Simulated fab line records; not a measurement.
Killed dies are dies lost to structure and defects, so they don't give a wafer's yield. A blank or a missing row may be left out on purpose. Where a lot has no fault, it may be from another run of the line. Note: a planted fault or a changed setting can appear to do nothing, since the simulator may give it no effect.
Which tool did it? -- flow gf180mcu -- 45 wafers from 15 lots sampled at 7 of the route's 602 steps

WHAT THE GAUGES READ, wafer by wafer
GF_POLY_GATE_CD_MEAS_18. Usual: cd-nm at 279.9 nm, with a standard deviation of 1.7.
lot,measured,on,cd-nm (nm),flag
L872,day 10 03:43,cd-sem-02,278.8 282.8 280.9,
L873,day 10 10:28,cd-sem-01,282.6 282.1 282.9,
L874,day 11 07:32,cd-sem-02,282.3 281.6 281.5,
L875,day 11 07:40,cd-sem-02,278.6 281.1 278.0,
L876,day 11 07:26,cd-sem-01,279.5 282.3 279.8,
L877,day 11 15:45,cd-sem-02,278.6 275.9 278.4,
L879,day 12 03:29,cd-sem-02,- - -,OFF
L880,day 12 15:43,cd-sem-01,- - -,OFF
L881,day 12 18:05,cd-sem-02,- - -,OFF
L882,day 13 09:39,cd-sem-01,277.4 281.3 277.6,
L886,day 14 17:34,cd-sem-02,280.3 279.3 281.6,
L889,day 15 05:57,cd-sem-02,280.5 279.5 278.3,
L888,day 15 04:50,cd-sem-02,278.0 278.5 277.0,
L890,day 15 21:05,cd-sem-02,280.5 278.9 275.6,
L892,day 16 09:16,cd-sem-02,282.3 280.6 282.8,

GF_HV_LDD_OVL_MEAS_32. Usual: HV_LDD_02_OVL gives -0.3 nm (standard deviation 1.3).
lot,measured,on,HV_LDD_02_OVL (nm),flag
L872,day 12 10:52,overlay-01,1.2 1.0 -0.4,
L873,day 12 18:35,overlay-01,-0.6 -1.4 -1.7,
L874,day 13 18:31,overlay-01,1.2 2.0 -0.2,
L875,day 13 18:50,overlay-01,-1.4 -2.9 -0.8,
L876,day 13 18:11,overlay-01,-0.7 -1.2 0.2,
L877,day 14 03:16,overlay-02,2.2 2.2 0.9,
L882,day 16 00:52,overlay-02,-1.2 0.9 -0.7,
L886,day 17 11:46,overlay-01,1.1 0.7 0.9,
L889,day 18 01:42,overlay-01,-1.5 -0.9 -0.5,
L888,day 18 01:31,overlay-02,0.8 0.0 -0.6,
L890,day 18 18:46,overlay-02,-0.4 -0.7 -1.8,
L892,day 19 06:52,overlay-02,-0.8 -1.1 -1.4,

WHICH TOOL RAN EACH LOT (tool, then ch and the chambers of the sampled wafers, then the start)
lot,GF_VT_IMPLANT_STRIP_20,GF_POLY_GATE_ETCH_12,GF_POLY_GATE_ETCH_13,GF_POLY_GATE_STRIP_14,GF_HV_LDD_STRIP_22
L872,"plasma-asher-01 ch 0,1, day 7 03:01","rie-diel-02 ch 0,1, day 10 01:47","rie-si-01 ch 0,1,3, day 10 01:50","plasma-asher-02 ch 0,1, day 10 01:53","plasma-asher-03 ch 1, day 11 16:37"
L873,"plasma-asher-03 ch 0,1, day 7 06:56","rie-diel-03 ch 2,3, day 10 07:57","rie-si-01 ch 1,2,3, day 10 08:00","plasma-asher-04 ch 0,1, day 10 08:04","plasma-asher-03 ch 0,1, day 11 23:45"
L874,"plasma-asher-04 ch 0,1, day 7 21:25","rie-diel-02 ch 0,3, day 11 05:11","rie-si-02 ch 0,2,3, day 11 05:16","plasma-asher-02 ch 0,1, day 11 05:19","plasma-asher-01 ch 0,1, day 12 22:35"
L875,"plasma-asher-04 ch 0,1, day 7 21:56","rie-diel-02 ch 0,1,3, day 11 05:40","rie-si-02 ch 0,3, day 11 05:43","plasma-asher-04 ch 0,1, day 11 05:49","plasma-asher-02 ch 0,1, day 12 22:47"
L876,"plasma-asher-01 ch 0,1, day 7 22:30","rie-diel-04 ch 0,2,3, day 11 05:22","rie-si-01 ch 0,2, day 11 05:25","plasma-asher-03 ch 0,1, day 11 05:28","plasma-asher-01 ch 0,1, day 12 21:58"
L877,"plasma-asher-04 ch 0,1, day 8 12:18","rie-diel-04 ch 1,2, day 11 14:10","rie-si-01 ch 1,2, day 11 14:13","plasma-asher-02 ch 0,1, day 11 14:17","plasma-asher-03 ch 0,1, day 13 06:50"
L879,"plasma-asher-03 ch 0,1, day 8 17:44","rie-diel-04 ch 2,3, day 12 01:15","rie-si-01 ch 0,1,2, day 12 01:18","plasma-asher-02 ch 0,1, day 12 01:22",-
L880,"plasma-asher-03 ch 0,1, day 9 07:52","rie-diel-04 ch 1,2,3, day 12 14:07","rie-si-01 ch 0,2,3, day 12 14:10","plasma-asher-03 ch 0,1, day 12 14:14",-
L881,"plasma-asher-03 ch 0,1, day 9 08:24","rie-diel-02 ch 0,3, day 12 15:05","rie-si-02 ch 0,1,3, day 12 15:08","plasma-asher-02 ch 0,1, day 12 15:11",-
L882,"plasma-asher-03 ch 0,1, day 9 21:02","rie-diel-02 ch 2,3, day 13 07:00","rie-si-02 ch 0,1,2, day 13 07:03","plasma-asher-02 ch 0,1, day 13 07:07","plasma-asher-02 ch 0,1, day 15 02:47"
L886,"plasma-asher-03 ch 0,1, day 11 04:07","rie-diel-04 ch 0,2,3, day 14 16:00","rie-si-02 ch 0,1,2, day 14 16:03","plasma-asher-04 ch 0,1, day 14 16:07","plasma-asher-02 ch 0,1, day 16 12:38"
L889,"plasma-asher-01 ch 0,1, day 11 11:44","rie-diel-04 ch 0,1, day 15 03:36","rie-si-01 ch 0,2,3, day 15 03:39","plasma-asher-03 ch 0,1, day 15 03:44","plasma-asher-01 ch 0,1, day 17 03:08"
L888,"plasma-asher-01 ch 0,1, day 11 12:36","rie-diel-03 ch 1,2,3, day 15 03:04","rie-si-02 ch 0,2,3, day 15 03:07","plasma-asher-04 ch 0,1, day 15 03:11","plasma-asher-03 ch 0,1, day 17 02:03"
L890,"plasma-asher-03 ch 0,1, day 12 03:20","rie-diel-02 ch 0,2,3, day 15 18:37","rie-si-02 ch 0,1,2, day 15 18:40","plasma-asher-03 ch 0,1, day 15 18:44","plasma-asher-01 ch 0,1, day 17 18:24"
L892,"plasma-asher-03 ch 0,1, day 12 09:52","rie-diel-03 ch 0,3, day 16 07:14","rie-si-01 ch 1,2, day 16 07:17","plasma-asher-03 ch 0,1, day 16 07:20","plasma-asher-01 ch 0,1, day 18 07:17"
- GF_VT_IMPLANT_STRIP_20: strips in O2/N2.
- GF_POLY_GATE_ETCH_12: etches BARC in N2/H2.
- GF_POLY_GATE_ETCH_13: etches poly-Si in HBr/Cl2, stops on SiO2, target depth 198.5 nm, time 69.6 s.
- GF_POLY_GATE_STRIP_14: strips in O2/N2.
- GF_HV_LDD_STRIP_22: strips in O2/N2.

AS READ BY THE TOOLS THEMSELVES (means over the sampled wafers that have a number; for cases with no such wafer, the mark the record gives instead)
GF_VT_IMPLANT_STRIP_20. Usual: drypump-motor-current-A 5.60 A, standard deviation 0.25; heater-power-w 336 W, standard deviation 23; oes-product-au 0.716 a.u., standard deviation 0.0047; platen-temp-c 250.02 C, standard deviation 0.16; strip-time-to-endpoint-s 12.63 s, standard deviation 0.042.
lot,tool,drypump-motor-current-A (A),heater-power-w (W),oes-product-au (a.u.),platen-temp-c (C),strip-time-to-endpoint-s (s),flag
L872,plasma-asher-01,5.47,320,0.720,249.92,12.62,
L873,plasma-asher-03,5.64,341,0.718,249.96,12.58,
L874,plasma-asher-04,5.40,330,0.714,250.05,12.61,
L875,plasma-asher-04,5.44,327,0.718,250.19,12.62,
L876,plasma-asher-01,5.48,320,0.716,249.98,12.63,
L877,plasma-asher-04,5.43,329,0.715,249.97,12.68,
L879,plasma-asher-03,5.77,359,0.716,249.99,12.66,
L880,plasma-asher-03,5.64,347,0.717,250.04,12.71,
L881,plasma-asher-03,5.62,344,0.716,250.04,12.59,
L882,plasma-asher-03,5.63,341,0.714,250.10,12.62,
L886,plasma-asher-03,5.63,345,0.720,249.78,12.60,
L889,plasma-asher-01,5.70,323,0.715,250.10,12.58,
L888,plasma-asher-01,5.69,324,0.714,250.11,12.61,
L890,plasma-asher-03,5.64,339,0.719,249.95,12.65,
L892,plasma-asher-03,5.64,340,0.718,249.85,12.64,

GF_POLY_GATE_ETCH_12. Usual: bias-w 100.01 W, standard deviation 0.3; chamber-pressure-mTorr 30.001 mTorr, standard deviation 0.027; drypump-motor-current-A 5.7 A, standard deviation 0.44; oes-product-au 0.735 a.u., standard deviation 0.0046; throttle-valve-pct 13.214 %, standard deviation 0.0099.
lot,tool,bias-w (W),chamber-pressure-mTorr (mTorr),drypump-motor-current-A (A),oes-product-au (a.u.),throttle-valve-pct (%),flag
L872,rie-diel-02,100.02,30.032,5.3,0.734,13.206,
L873,rie-diel-03,99.98,29.993,5.8,0.736,13.210,
L874,rie-diel-02,99.93,30.008,5.2,0.736,13.213,
L875,rie-diel-02,100.11,29.985,5.5,0.734,13.209,
L876,rie-diel-04,100.06,30.003,5.6,0.738,13.216,
L877,rie-diel-04,99.82,30.005,6.0,0.739,13.210,
L879,rie-diel-04,-,-,-,-,-,OFF
L880,rie-diel-04,-,-,-,-,-,OFF
L881,rie-diel-02,-,-,-,-,-,OFF
L882,rie-diel-02,99.95,30.009,5.2,0.733,13.214,
L886,rie-diel-04,100.05,30.012,5.6,0.735,13.222,
L889,rie-diel-04,99.86,29.969,5.8,0.734,13.210,
L888,rie-diel-03,100.22,30.000,5.9,0.738,13.221,
L890,rie-diel-02,100.01,30.002,5.1,0.736,13.217,
L892,rie-diel-03,99.85,30.006,6.2,0.737,13.216,

GF_POLY_GATE_ETCH_13. Usual: HBr_flow_sccm 150.0 sccm, standard deviation 0.46; bias-w 100.0 W, standard deviation 0.34; drypump-motor-current-A 5.7 A, standard deviation 0.52; oes-product-au 0.992 a.u., standard deviation 0.0092; throttle-valve-pct 33.683 %, standard deviation 0.009.
lot,tool,HBr_flow_sccm (sccm),bias-w (W),drypump-motor-current-A (A),oes-product-au (a.u.),throttle-valve-pct (%),flag
L872,rie-si-01,149.8,100.2,5.3,0.982,33.683,
L873,rie-si-01,150.2,100.1,5.8,0.986,33.679,
L874,rie-si-02,150.0,100.1,5.9,0.989,33.685,
L875,rie-si-02,149.9,100.1,6.0,0.994,33.691,
L876,rie-si-01,149.9,100.0,6.1,0.993,33.681,
L877,rie-si-01,149.5,99.8,6.1,0.991,33.689,
L879,rie-si-01,149.9,99.9,5.7,0.271,33.683,OFF
L880,rie-si-01,150.8,99.7,5.8,0.274,33.686,OFF
L881,rie-si-02,150.1,100.0,5.7,0.270,33.686,OFF
L882,rie-si-02,149.8,100.3,5.5,1.005,33.690,
L886,rie-si-02,150.1,100.0,5.5,1.003,33.682,
L889,rie-si-01,149.6,100.0,5.8,0.978,33.688,
L888,rie-si-02,150.0,99.9,6.0,1.003,33.680,
L890,rie-si-02,150.1,100.2,5.5,0.996,33.684,
L892,rie-si-01,150.0,100.0,6.2,0.995,33.687,

GF_POLY_GATE_STRIP_14. Usual: drypump-motor-current-A 5.6 A, standard deviation 0.31; heater-power-w 342 W, standard deviation 19; oes-product-au 0.504 a.u., standard deviation 0.0053; platen-temp-c 249.97 C, standard deviation 0.17.
lot,tool,drypump-motor-current-A (A),heater-power-w (W),oes-product-au (a.u.),platen-temp-c (C),flag
L872,plasma-asher-02,5.6,348,0.500,249.93,
L873,plasma-asher-04,5.4,334,0.504,249.85,
L874,plasma-asher-02,5.7,349,0.502,250.07,
L875,plasma-asher-04,5.4,321,0.500,249.76,
L876,plasma-asher-03,5.6,341,0.508,249.87,
L877,plasma-asher-02,5.4,339,0.502,250.14,
L879,plasma-asher-02,5.7,347,0.527,249.92,OFF
L880,plasma-asher-03,5.8,357,0.526,250.08,OFF
L881,plasma-asher-02,5.4,342,0.523,249.90,OFF
L882,plasma-asher-02,5.6,348,0.503,250.04,
L886,plasma-asher-04,5.4,332,0.507,250.03,
L889,plasma-asher-03,5.8,354,0.502,249.87,
L888,plasma-asher-04,5.4,325,0.506,250.05,
L890,plasma-asher-03,5.6,342,0.508,249.93,
L892,plasma-asher-03,5.8,356,0.506,249.98,

GF_HV_LDD_STRIP_22. Usual: drypump-motor-current-A 5.6 A, standard deviation 0.33; heater-power-w 337 W, standard deviation 19; oes-product-au 0.716 a.u., standard deviation 0.0044; platen-temp-c 250.02 C, standard deviation 0.18; strip-time-to-endpoint-s 12.62 s, standard deviation 0.031.
lot,tool,drypump-motor-current-A (A),heater-power-w (W),oes-product-au (a.u.),platen-temp-c (C),strip-time-to-endpoint-s (s),flag
L872,plasma-asher-03,5.9,373,0.716,249.87,12.61,
L873,plasma-asher-03,5.6,345,0.709,250.12,12.62,
L874,plasma-asher-01,5.4,324,0.718,250.04,12.63,
L875,plasma-asher-02,5.4,345,0.718,250.14,12.56,
L876,plasma-asher-01,5.5,316,0.721,249.96,12.63,
L877,plasma-asher-03,5.8,362,0.718,249.99,12.62,
L882,plasma-asher-02,5.7,352,0.712,250.00,12.66,
L886,plasma-asher-02,5.6,346,0.714,249.98,12.61,
L889,plasma-asher-01,5.5,320,0.714,249.80,12.64,
L888,plasma-asher-03,5.8,360,0.713,250.23,12.64,
L890,plasma-asher-01,5.5,321,0.716,249.84,12.66,
L892,plasma-asher-01,5.7,322,0.717,249.96,12.62,

THE ANSWER, worked out from the rows above alone
Rule: a lot counts as off when the mean over its wafers that have a number is more than 3 standard deviations away from the usual mean. Also off: a lot with no number at a reading for which 4 or more lots have one. Any other lot the step has rows for is counted as sound. Order of review: gauges by route order, followed by the tools' own readings, for which a lot's mean as printed above is used. At the first step where some lot is off, the reading lying furthest off is the one used; lots without a number count as furthest.
Off: L879, L880, L881 (GF_POLY_GATE_CD_MEAS_18, cd-nm). Without a number there: L879, L880, L881.
If a tool, at a process step before that reading, ran all the lots that are off and no sound lot after the first of them, it fits. Not tried: the gauges at GF_POLY_GATE_CD_MEAS_18; whatever is off there is also off at GF_POLY_GATE_ETCH_12, on other tools, and gauge error can't account for it. Of those tried, none fits.

WHAT THE SIMULATOR PUT IN
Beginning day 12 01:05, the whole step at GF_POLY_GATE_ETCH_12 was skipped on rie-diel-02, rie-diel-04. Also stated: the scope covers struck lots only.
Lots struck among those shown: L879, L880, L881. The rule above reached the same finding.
